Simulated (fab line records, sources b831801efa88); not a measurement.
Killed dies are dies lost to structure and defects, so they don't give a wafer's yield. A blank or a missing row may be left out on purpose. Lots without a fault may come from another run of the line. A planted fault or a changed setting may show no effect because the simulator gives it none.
A struck lot beside a sound one | flow sky130 | 15 steps out of a route of 708
Sound: wafers L472.3, L472.5, L472.6. Struck: wafers L464.1, L464.5, L464.6. The cause comes at the end.
At each step with rows: each side's tool, then ch and its chambers, then its first start. Under that, the readings that differ: sound wafers | struck wafers | difference of the means | sigmas: that difference in standard deviations of wafers without a fault.
alike: readings whose means differ by less than 2 such deviations, and words and numbers that are the same on both sides. not compared: withheld readings, readings that some wafer has no value for, bounds like >300 that may hide the same value, and numbers for which the record gives no deviation and whose values overlap.
The two part at a step that has a row with sigmas, a row that says differs or no value, or rows on one side only. Numbers that don't overlap but have no deviation are shown without sigmas and don't part them. A reading that every wafer of one side lacks parts them only if that side has two wafers or more.

first, 4 steps without rows for these wafers: SKY_LI_CONTACT_SOFTBAKE_08 (time 90 s); SKY_LI_CONTACT_EXPOSE_09 (exposes mask LICM1, target cd 170 nm); SKY_LI_CONTACT_PEB_10; SKY_LI_CONTACT_DEVELOP_11 (develop time 60 s).
SKY_LI_CONTACT_CD_MEAS_12: target cd 170 nm.
  sound on cd_sem-01, day 35 01:42; struck on cd_sem-01, day 33 04:34
  alike: cd_nm
SKY_LI_CONTACT_OVL_MEAS_13:
  sound on overlay-01, day 35 01:47; struck on overlay-02, day 33 04:41
  alike: LI_CONTACT_OVL
SKY_LI_CONTACT_ETCH_14: etches BARC in N2/H2, stops on SiO2, time 45.9 s, target depth 60 nm.
  sound on rie_diel-04 ch 0,1,2, day 35 01:49; struck on rie_diel-04 ch 0,1,2, day 33 04:43
  alike: drypump_motor_current_A, h2_flow_sccm, oes_product_au, throttle_valve_pct
  not compared: rf_hours_counter_h
SKY_LI_CONTACT_ETCH_15: etches PSG in C4F8/O2/Ar, stops on Si, target depth 600 nm.
  sound on rie_diel-04 ch 0,1,2, day 35 01:51; struck on rie_diel-04 ch 0,1,2, day 33 04:45
  alike: oes_product_au
SKY_LI_CONTACT_STRIP_16: strips in O2/N2.
  sound on plasma_asher-04 ch 0,1, day 35 01:58; struck on plasma_asher-01 ch 0,1, day 33 04:50
  alike: drypump_motor_current_A, oes_product_au, strip_time_to_endpoint_s
  not compared: rf_hours_counter_h
then, 2 steps without rows for these wafers: SKY_LI_CONTACT_CLEAN_17 (cleans in NMP, time 600 s); SKY_LI_CONTACT_PRE_CLEAN_18 (time 5.6 s).
SKY_LI_CONTACT_SPUTTER_19: material Ti, target thk 20 nm, time 106.37 s.
  sound on pvd_sputter-01, day 35 02:15; struck on pvd_sputter-02, day 33 05:08
  alike: cathode_dc_power_W, chamber_pressure_pa, throttle_valve_pct
SKY_LI_CONTACT_SPUTTER_20: material TiN, target thk 20 nm, time 80 s.
  sound on pvd_sputter-01, day 35 02:20; struck on pvd_sputter-02, day 33 05:13
  reading                                        | sound             | struck            | difference | sigmas
  chamber_pressure_pa (Pa)                       | 5.017 5.003 4.998 | 4.275 4.282 4.265 | -0.732     | -73
  throttle_valve_pct (%)                         | 29.3 30.4 29.3    | 33.2 33.2 31.3    | +2.9       | +3
  model.TiN_of_LI_CONTACT_SPUTTER_20.thk_nm (nm) | 19.94 20.01 19.95 | 22.93 22.76 22.97 | +2.92      |
  alike: cathode_dc_power_W
SKY_LI_CONTACT_CVD_21: deposits W, target thk 400 nm, time 120.56 s.
  sound on cvd_w-01 ch 0,1, day 35 02:26; struck on cvd_w-01 ch 0,1, day 33 05:17
  alike: heater_power_w
-- the record jumps here: 15 days lie between the struck wafers' starts before and after (it left off in module LI_CONTACT and takes up again in module PAD_OPEN, whose first step shown is number 708 of the route) --
SKY_PAD_OPEN_PROBE_99:
  the record has rows for the struck wafers here (prober-02, day 48 15:47) and none for the sound ones

WHERE THEY PART
First at SKY_LI_CONTACT_SPUTTER_20; last, within this record, at SKY_PAD_OPEN_PROBE_99.

WHY: what the simulator had put in
Process parameter drift: pvd_sputter-02, from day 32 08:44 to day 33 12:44, at SKY_LI_CONTACT_SPUTTER_20. Setting chamber_pressure_pa, moved by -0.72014, from 5. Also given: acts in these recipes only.
